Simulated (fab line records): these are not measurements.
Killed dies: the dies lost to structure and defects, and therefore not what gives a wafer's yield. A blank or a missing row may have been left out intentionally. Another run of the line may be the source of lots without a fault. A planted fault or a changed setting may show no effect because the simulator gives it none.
Check of tool commonality -- flow sky130 -- 33 wafers sampled across 11 lots

WHY THIS WAS OPENED
SKY_GATE_OXIDE_THK_MEAS_02, reading GATE_OXIDE_OXIDATION_00_THK: flagged on 2 of 11 lots. Wafers without a fault read 10.35 nm, standard deviation 0.15.
Rule: a lot gets a flag if all its wafers with a number sit over 4 standard deviations from that mean, or if no wafer of it has a number. The other lots count as sound.

lot,measured,on,"GATE_OXIDE_OXIDATION_00_THK (nm), wafer by wafer",flag
L996,day 13 06:46,film-metro-04,10.37 10.42 10.21,
L998,day 13 14:53,film-metro-02,7.79 8.09 7.97,FLAGGED
L100,day 14 02:58,film-metro-03,8.24 8.14 7.97,FLAGGED
L107,day 17 08:39,film-metro-03,10.15 10.16 10.22,
L106,day 17 10:03,film-metro-03,10.44 10.33 10.57,
L109,day 17 20:06,film-metro-04,10.47 10.49 10.49,
L110,day 18 01:57,film-metro-02,10.34 10.15 10.35,
L111,day 18 01:57,film-metro-04,10.36 10.30 10.42,
L113,day 18 10:34,film-metro-03,10.17 10.11 10.31,
L114,day 18 17:25,film-metro-02,10.13 10.28 10.24,
L115,day 19 11:18,film-metro-03,10.11 10.19 10.11,
The numbers of the flagged lots are 8.03 nm on average: -2.32 nm against the usual, or -15 standard deviations.

TOOL THAT RAN EACH LOT
The record holds 2 process steps before the reading, out of a route of 708 steps. Read each cell as the tool, then ch plus the chambers that the sampled wafers visited, then the start.
lot,flag,SKY_VT_ADJUST_PCH_STRIP_09,SKY_GATE_OXIDE_OXIDATION_01
L996,,"plasma-asher-01 ch 0,1, day 11 03:12","furnace-02 ch 0, day 13 05:20"
L998,FLAGGED,"plasma-asher-04 ch 0,1, day 11 13:07","furnace-02 ch 0, day 13 13:28"
L100,FLAGGED,"plasma-asher-04 ch 0,1, day 12 04:51","furnace-02 ch 0, day 14 01:32"
L107,,"plasma-asher-01 ch 0,1, day 14 18:21","furnace-01 ch 0, day 17 07:14"
L106,,"plasma-asher-03 ch 0,1, day 14 18:42","furnace-01 ch 0, day 17 08:38"
L109,,"plasma-asher-04 ch 0,1, day 15 03:16","furnace-02 ch 0, day 17 18:41"
L110,,"plasma-asher-03 ch 0,1, day 15 06:48","furnace-02 ch 0, day 18 00:32"
L111,,"plasma-asher-03 ch 0,1, day 15 08:46","furnace-02 ch 0, day 18 00:32"
L113,,"plasma-asher-01 ch 0,1, day 15 19:01","furnace-02 ch 0, day 18 09:09"
L114,,"plasma-asher-01 ch 0,1, day 16 01:04","furnace-02 ch 0, day 18 16:01"
L115,,"plasma-asher-01 ch 0,1, day 16 13:28","furnace-02 ch 0, day 19 09:53"
What is done by these steps:
- SKY_VT_ADJUST_PCH_STRIP_09: strips in O2/N2.
- SKY_GATE_OXIDE_OXIDATION_01: stabilise 600 s, purge 300 s, target thk 10.268 nm.
- SKY_GATE_OXIDE_THK_MEAS_02

FLAGGED OVER TOTAL, TOOL BY TOOL (the gauges that took the reading come last)
step,tool,lots run,flagged,share of the flagged lots,sound lots run after its first flagged lot
SKY_VT_ADJUST_PCH_STRIP_09,plasma-asher-01,5,0,none,-
SKY_VT_ADJUST_PCH_STRIP_09,plasma-asher-03,3,0,none,-
SKY_VT_ADJUST_PCH_STRIP_09,plasma-asher-04,3,2,all,1 (L109)
SKY_GATE_OXIDE_OXIDATION_01,furnace-01,2,0,none,-
SKY_GATE_OXIDE_OXIDATION_01,furnace-02,9,2,all,"6 (L109,L110,L111,L113,L114,L115)"
SKY_GATE_OXIDE_THK_MEAS_02,film-metro-02,3,1,some,"2 (L110,L114)"
SKY_GATE_OXIDE_THK_MEAS_02,film-metro-03,5,1,some,"4 (L107,L106,L113,L115)"
SKY_GATE_OXIDE_THK_MEAS_02,film-metro-04,3,0,none,-

THE TABLE: WHAT IT ALLOWS
Every flagged lot went through 2 rows of the table: plasma-asher-04 at SKY_VT_ADJUST_PCH_STRIP_09 and furnace-02 at SKY_GATE_OXIDE_OXIDATION_01.
- plasma-asher-04 at SKY_VT_ADJUST_PCH_STRIP_09 ran 3 lots, 2 of them flagged. After the first flagged lot (L109), sound lots still ran on it; a lasting fault on the whole tool would not permit that.
- furnace-02 at SKY_GATE_OXIDE_OXIDATION_01 ran 9 lots, 2 of them flagged. After the first flagged lot (L109, L110, L111, L113, L114, L115), sound lots still ran on it; a lasting fault on the whole tool would not permit that. Its own readings (spike-tc-bottom-C, spike-tc-centre-C, spike-tc-lower-C, spike-tc-top-C, spike-tc-upper-C, tube-center-temp-C, tube_center_temp_C_max) fall more than 4 standard deviations out on all wafers of the flagged lots.
None of the table's rows ran every flagged lot and, after the first, no sound lot.

WHAT THE SIMULATOR HAD PUT IN
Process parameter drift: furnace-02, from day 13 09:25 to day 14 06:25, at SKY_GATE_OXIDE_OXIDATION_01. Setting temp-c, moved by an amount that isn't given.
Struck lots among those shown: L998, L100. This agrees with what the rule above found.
